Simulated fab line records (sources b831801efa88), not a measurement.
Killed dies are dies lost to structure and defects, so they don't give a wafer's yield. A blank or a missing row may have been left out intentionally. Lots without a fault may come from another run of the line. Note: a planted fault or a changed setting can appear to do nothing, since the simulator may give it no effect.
A sampling plan put to the test ; flow sky130 ; each of the 6 faults these records tell of, on one fab line, judged from the records of the lots it struck
Plan = the line's own looks (route steps where a gauge or an inspection reads the wafer without altering it). A look can be judged if struck wafers have a number there and the file gives its usual mean and standard deviation on fault-free wafers. Caught: at a look after the fault's first step, the mean of the struck wafers lies 4 or more of those standard deviations (sigma) from the usual mean. On the tool: the same test on the tool's own readings at the fault's steps. Caught also covers a different recipe on the struck wafers, or a record left blank for those wafers only.

THE FAULTS, as the simulator had put them in
1. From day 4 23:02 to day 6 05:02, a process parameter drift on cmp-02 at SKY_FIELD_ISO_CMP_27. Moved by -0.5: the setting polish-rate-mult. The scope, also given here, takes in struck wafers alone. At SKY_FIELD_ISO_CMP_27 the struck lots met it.
2. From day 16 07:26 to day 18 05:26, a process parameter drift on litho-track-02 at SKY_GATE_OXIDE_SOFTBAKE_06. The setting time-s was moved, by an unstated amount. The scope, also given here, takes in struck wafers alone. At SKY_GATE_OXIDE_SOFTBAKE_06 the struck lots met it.
3. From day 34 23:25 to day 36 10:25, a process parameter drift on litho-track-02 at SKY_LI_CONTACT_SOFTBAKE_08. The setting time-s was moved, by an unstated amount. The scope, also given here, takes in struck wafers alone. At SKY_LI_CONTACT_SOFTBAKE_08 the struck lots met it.
4. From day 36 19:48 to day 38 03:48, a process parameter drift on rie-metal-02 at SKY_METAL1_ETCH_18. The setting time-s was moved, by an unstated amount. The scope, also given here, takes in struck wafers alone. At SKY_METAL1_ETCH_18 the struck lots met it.
5. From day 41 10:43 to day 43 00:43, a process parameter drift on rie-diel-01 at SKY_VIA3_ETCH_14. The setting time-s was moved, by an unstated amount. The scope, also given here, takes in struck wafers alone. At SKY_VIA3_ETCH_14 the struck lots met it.
6. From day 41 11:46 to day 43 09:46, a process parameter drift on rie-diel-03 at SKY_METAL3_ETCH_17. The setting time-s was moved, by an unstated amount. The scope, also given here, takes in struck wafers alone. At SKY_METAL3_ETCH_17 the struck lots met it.

WHAT THE PLAN SAW
fault;on the tool itself;first look that catches it;reading, sigma;median hours from its first step to that look;hours from the fault's start to the first struck lot there;judged looks passed uncaught
1;time-to-endpoint-s +30 sigma;not the one look that can be judged after it;-;-;-;1
2;heater-power-total-W +35 sigma;not the one look that can be judged after it;-;-;-;1
3;run-length-s -21 sigma;not the one look that can be judged after it;-;-;-;1
4;oes-product-au +5.1 sigma;none of the 3 looks that can be judged after it;-;-;-;3
5;oes-product-au +25 sigma;no look after it can be judged;-;-;-;0
6;oes-product-au -4.6 sigma;no look after it can be judged;-;-;-;0
A dash: the fault isn't caught, or these records don't give the number.

Caught at a look: 0 of 6. Caught on the tool: 6 of 6. By one or the other: 6 of 6.
Faults 1, 2, 3, 4, 5, 6 were caught on the tool alone.
